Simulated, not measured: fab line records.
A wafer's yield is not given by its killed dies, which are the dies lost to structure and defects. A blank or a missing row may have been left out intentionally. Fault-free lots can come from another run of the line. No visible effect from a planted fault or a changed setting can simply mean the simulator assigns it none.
A struck lot beside a sound one -- flow sfq_line -- 13 out of 325 route steps
Sound: the wafers L741.3, L741.5, L741.6. Struck: wafers L752.3, L752.4 (left out: L752.2, a lot-mate that was not struck); the cause follows at the end.
Per side, at each step with rows, come the tool, then ch with its chambers, and then its first start. Under that, the readings that differ: sound wafers -- struck wafers -- difference of the means -- sigmas: that difference in standard deviations of wafers without a fault.
alike: readings whose means differ by less than 2 such deviations, and words and numbers that are the same on both sides. not compared: withheld readings, readings that some wafer has no value for, bounds like >300 that may hide the same value, and numbers for which the record gives no deviation and whose values overlap.
Wherever a step has rows on one side only, a row that says differs or no value, or a row with sigmas, the two part there. When numbers do not overlap yet have no deviation, they are printed without sigmas and do not part them. A reading that every wafer of one side lacks parts them only if that side has two wafers or more.

first, 1 step without rows for these wafers: SFQ_TRILAYER_M7_DEP_PRE_CLEAN_176 (time 22.5 s).
SFQ_TRILAYER_M7_DEP_SPUTTER_175: material Nb, target thk 200 nm, time 133.3 s.
  sound: pvd_sputter-06 at day 79 18:45; struck: pvd_sputter-05 at day 82 01:27
  alike: chamber_pressure_pa, throttle_valve_pct
SFQ_M7_RS_MEAS_943: a four-point-probe measurement.
  sound: film_metro-03 at day 79 18:53; struck: film_metro-03 at day 82 01:34
  alike: M7_NB_RS
then, 6 steps without rows for these wafers: SFQ_TRILAYER_M7_LITHO_COAT_182 (resist thk 62 nm); SFQ_TRILAYER_M7_LITHO_COAT_177 (resist thk 600 nm); SFQ_TRILAYER_M7_LITHO_SOFTBAKE_181; SFQ_TRILAYER_M7_LITHO_EXPOSE_178 (exposes mask M7, target cd 500 nm); SFQ_TRILAYER_M7_LITHO_PEB_180 (peb time 60 s); SFQ_TRILAYER_M7_LITHO_DEVELOP_179 (time 60 s).
SFQ_M7_OVL_MEAS_945:
  sound: overlay-01 at day 80 13:10; struck: overlay-02 at day 82 04:36
reading,sound,struck,difference,sigmas
M7_OVL (nm),3 2 14,-3 -7,-11,-2
SFQ_TRILAYER_M7_BARC_OPEN_METAL_ETCH_229: etches BARC in O2, target depth 125 nm, time 41.7 s.
  sound on rie_metal-02 ch 0,1, day 80 13:13; struck on rie_metal-02 ch 0,1, day 82 04:38
  alike: drypump_motor_current_A, oes_product_au
  not compared: rf_hours_counter_h
SFQ_TRILAYER_M7_ETCH_METAL_ETCH_180: etches Nb in Cl2/Ar, stops on SiO2, target depth 240 nm, time 120 s.
  sound on rie_metal-02 ch 0,1, day 80 13:18; struck on rie_metal-02 ch 0,1, day 82 04:41
reading,sound,struck,difference,sigmas
model.KrF_of_TRILAYER_M7_LITHO_COAT_177.thk_nm (nm),383.8 383.7 382.9,326.7 327,-56.6,
model.M7.feature_depth_nm (nm),204.6 203.7 203.2,209.3 211.9,+6.8,
model.SiO2_of_TRILAYER_I6_DEP_PECVD_165.thk_nm (nm),193.1 193.3 191.3,182.5 182.9,-9.9,
  alike: drypump_motor_current_A, oes_product_au
  not compared: rf_hours_counter_h
SFQ_TRILAYER_M7_STRIP_STRIP_181: strips in O2.
  sound on rie_metal-02 ch 0,1, day 80 13:35; struck on rie_metal-02 ch 0,1, day 82 04:49
  alike: drypump_motor_current_A, oes_product_au
  not compared: rf_hours_counter_h

## WHERE THEY PART
At SFQ_M7_OVL_MEAS_945 and nowhere else, as far as this record goes. Later steps at which nothing parts them and some readings are alike: SFQ_TRILAYER_M7_BARC_OPEN_METAL_ETCH_229, SFQ_TRILAYER_M7_ETCH_METAL_ETCH_180, SFQ_TRILAYER_M7_STRIP_STRIP_181.

WHY: what had been put in by the simulator
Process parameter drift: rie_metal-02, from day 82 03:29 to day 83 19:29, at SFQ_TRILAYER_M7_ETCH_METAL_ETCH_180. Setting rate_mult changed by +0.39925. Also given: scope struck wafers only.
